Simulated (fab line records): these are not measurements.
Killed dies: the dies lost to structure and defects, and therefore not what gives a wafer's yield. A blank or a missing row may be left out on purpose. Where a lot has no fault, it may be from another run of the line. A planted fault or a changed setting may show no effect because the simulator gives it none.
Problem report in the 8D (eight disciplines) form, filled by code ; flow gf180mcu ; the parts of the form that need people (team, actions taken, sign-off) are left out

1. PROBLEM STATEMENT
tube-center-temp-C at GF_DUAL_GATE_OXIDATION_15 reads a mean of 866.27 C on 9 wafers of 3 lots; wafers without a fault read 849.99 C with a standard deviation of 0.079. That is +99 or more standard deviations from the usual mean.
The step: stabilise 600 s, purge 300 s, target thk 7.098 nm.
The first sign was on wafer L180.1 at day 12 20:56, on furnace-02. The record has a number at this step for 36 wafers belonging to 12 lots. The rule behind "out" and "out of limits": a value lying over 4 standard deviations away from the usual mean. All remaining wafers that have a number are taken as sound.

2. WHAT IT IS, WHAT IT ISN'T
question;is;is not
which readings at this step;tube-center-temp-C, spike-tc-bottom-C, spike-tc-centre-C, spike-tc-lower-C, spike-tc-top-C, spike-tc-upper-C, tube_center_temp_C_max;zone-power-top-pct
which lots;L180, L181, L182;L168, L170, L171, L172, L175, L176, L184, L188, L190
which wafers of those lots;all that have a number;-
read on which tools;furnace-02;furnace-01
when;from day 12 20:56;"up to then (18 sound wafers); but 9 sound wafers of L184, L188, L190 came after"

3. THE SUSPECTS, EACH WITH WHAT RULES IT OUT
Counting: any tool at a process step up to the reading is kept as a suspect provided that every lot that is out went through it and no sound lot did after the first of them.
- furnace-02 at GF_DUAL_GATE_OXIDATION_15 (stabilise 600 s, purge 300 s, target thk 7.098 nm): kept. Every lot that is out went through it, starting with L180 (day 12 20:56), and after that it ran no sound lot; the last sound lot it ran before then is L176 (day 11 19:47). Its own spike-tc-bottom-C, spike-tc-centre-C, spike-tc-lower-C, spike-tc-top-C, spike-tc-upper-C, tube-center-temp-C, tube_center_temp_C_max readings are out on those wafers.
After counting, what remains is furnace-02 at GF_DUAL_GATE_OXIDATION_15.

4. THE CAUSE (what the simulator had put in)
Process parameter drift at GF_DUAL_GATE_OXIDATION_15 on furnace-02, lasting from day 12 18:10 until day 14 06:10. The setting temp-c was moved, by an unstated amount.
After counting, this tool was the only one left.

5. THE CHAIN OF EFFECTS, in route order
One row per reading whose mean, taken over the struck wafers that have a number, lies over 3 standard deviations from the usual. Readings are gone through only where the record gives a usual standard deviation; hours: the median, over the lots, of the time from a lot's start at the first step in this table giving one to that lot's start at this step; sigmas: the change measured in usual standard deviations.
hours;step;reading;usual;on struck wafers;change;sigmas
0;GF_DUAL_GATE_OXIDATION_15;spike-tc-bottom-C;864.4 C;881.7;+17.3;+12
0;GF_DUAL_GATE_OXIDATION_15;spike-tc-centre-C;850.4 C;866.8;+16.4;+16
0;GF_DUAL_GATE_OXIDATION_15;spike-tc-lower-C;851.1 C;868.2;+17.1;+16
0;GF_DUAL_GATE_OXIDATION_15;spike-tc-top-C;863.0 C;876.8;+13.8;+5.8
0;GF_DUAL_GATE_OXIDATION_15;spike-tc-upper-C;850.4 C;866.3;+15.9;+16
0;GF_DUAL_GATE_OXIDATION_15;tube-center-temp-C;849.99 C;866.27;+16.28;+99 or more
0;GF_DUAL_GATE_OXIDATION_15;tube_center_temp_C_max;852.1;868.4;+16.3;+47
0;GF_DUAL_GATE_OXIDATION_15;zone-power-upper-pct;15.23 %;15.76;+0.53;+3.1
Its process steps:
- GF_DUAL_GATE_OXIDATION_15: stabilise 600 s, purge 300 s, target thk 7.098 nm.

6. WHAT WOULD HAVE CAUGHT IT SOONER
In this record the first reading out of limits was taken at day 12 20:56, 3 hours after the fault began at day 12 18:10.
